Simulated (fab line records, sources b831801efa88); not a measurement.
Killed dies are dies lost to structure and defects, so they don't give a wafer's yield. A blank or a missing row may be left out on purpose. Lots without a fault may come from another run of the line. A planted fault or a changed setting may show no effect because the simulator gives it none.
A struck lot beside a sound one | flow gf180mcu | 15 steps out of a route of 602
Sound: wafers L429.2, L429.3, L429.4. Struck: wafers L446.2, L446.3, L446.5. The cause comes at the end.
At each step with rows: each side's tool, then ch and its chambers, then its first start. Under that, the readings that differ: sound wafers | struck wafers | difference of the means | sigmas: that difference in standard deviations of wafers without a fault.
alike: readings whose means differ by less than 2 such deviations, and words and numbers that are the same on both sides. not compared: withheld readings, readings that some wafer has no value for, bounds like >300 that may hide the same value, and numbers for which the record gives no deviation and whose values overlap.
The two part at a step that has a row with sigmas, a row that says differs or no value, or rows on one side only. Numbers that don't overlap but have no deviation are shown without sigmas and don't part them. A reading that every wafer of one side lacks parts them only if that side has two wafers or more.

GF_SAB_ETCH_11: etches SiO2 in C4F8/O2/Ar, target depth 55 nm, time 8.366 s.
  sound on rie_diel-01 ch 1,2,3, day 15 04:40; struck on rie_diel-01 ch 0,2,3, day 21 06:43
  alike: oes_product_au
  not compared: rf_hours_counter_h
then, 4 steps without rows for these wafers: GF_SAB_WET_ETCH_12 (etches SiO2 in dHF, target depth 22 nm, time 440 s); GF_SAB_STRIP_13 (strips in O2/N2); GF_SALICIDE_CLEAN_00 (cleans in SC1/SC2, time 150 s); GF_SALICIDE_WET_ETCH_01 (etches SiO2 in dHF, target depth 5 nm, time 100 s).
GF_SALICIDE_SPUTTER_02: material Co, target thk 10 nm, time 20 s.
  sound on pvd_sputter-01, day 15 05:00; struck on pvd_sputter-03, day 21 07:05
  alike: throttle_valve_pct
GF_SALICIDE_SPUTTER_03: material TiN, target thk 20 nm, time 16.7 s.
  sound on pvd_sputter-01, day 15 05:01; struck on pvd_sputter-03, day 21 07:07
  alike: throttle_valve_pct
GF_SALICIDE_RS_MEAS_04: measures by four-point-probe.
  sound on film_metro-03, day 15 05:04; struck on film_metro-02, day 21 07:09
  alike: SALICIDE_TIN_RS
GF_SALICIDE_THK_MEAS_05: measures by xrf.
  sound on film_metro-03, day 15 05:11; struck on film_metro-02, day 21 07:16
  alike: SALICIDE_TIN_THK
GF_SALICIDE_RTA_06: time 30 s.
  sound on rtp_anneal-01 ch 0, day 15 05:15; struck on rtp_anneal-02 ch 0, day 21 07:20
  alike: lamp_power_pct, wafer_temp_C_max
then, 1 step without rows for these wafers: GF_SALICIDE_WET_ETCH_07 (etches the open film in SPM, target depth 120 nm).
GF_SALICIDE_RTA_08: time 30 s.
  sound on rtp_anneal-02 ch 0, day 15 05:26; struck on rtp_anneal-01 ch 0, day 21 07:31
  alike: lamp_power_pct, wafer_temp_C_max
GF_CONTACT_CVD_00: deposits SiO2, target thk 300 nm, time 50 s.
  sound on hdpcvd-01 ch 0,1, day 15 05:31; struck on hdpcvd-01 ch 1,2, day 21 07:49
  alike: susceptor_temp_C
GF_CONTACT_THK_MEAS_01:
  sound on film_metro-02, day 15 05:35; struck on film_metro-02, day 21 08:06
  reading                 | sound       | struck      | difference | sigmas
  CONTACT_CVD_00_THK (nm) | 301 303 306 | 599 600 603 | +297       | +87
then, 1 step without rows for these wafers: GF_PASSIVATION_PROBE_99.

WHERE THEY PART
Only at GF_CONTACT_THK_MEAS_01, within this record.

WHY: what the simulator had put in
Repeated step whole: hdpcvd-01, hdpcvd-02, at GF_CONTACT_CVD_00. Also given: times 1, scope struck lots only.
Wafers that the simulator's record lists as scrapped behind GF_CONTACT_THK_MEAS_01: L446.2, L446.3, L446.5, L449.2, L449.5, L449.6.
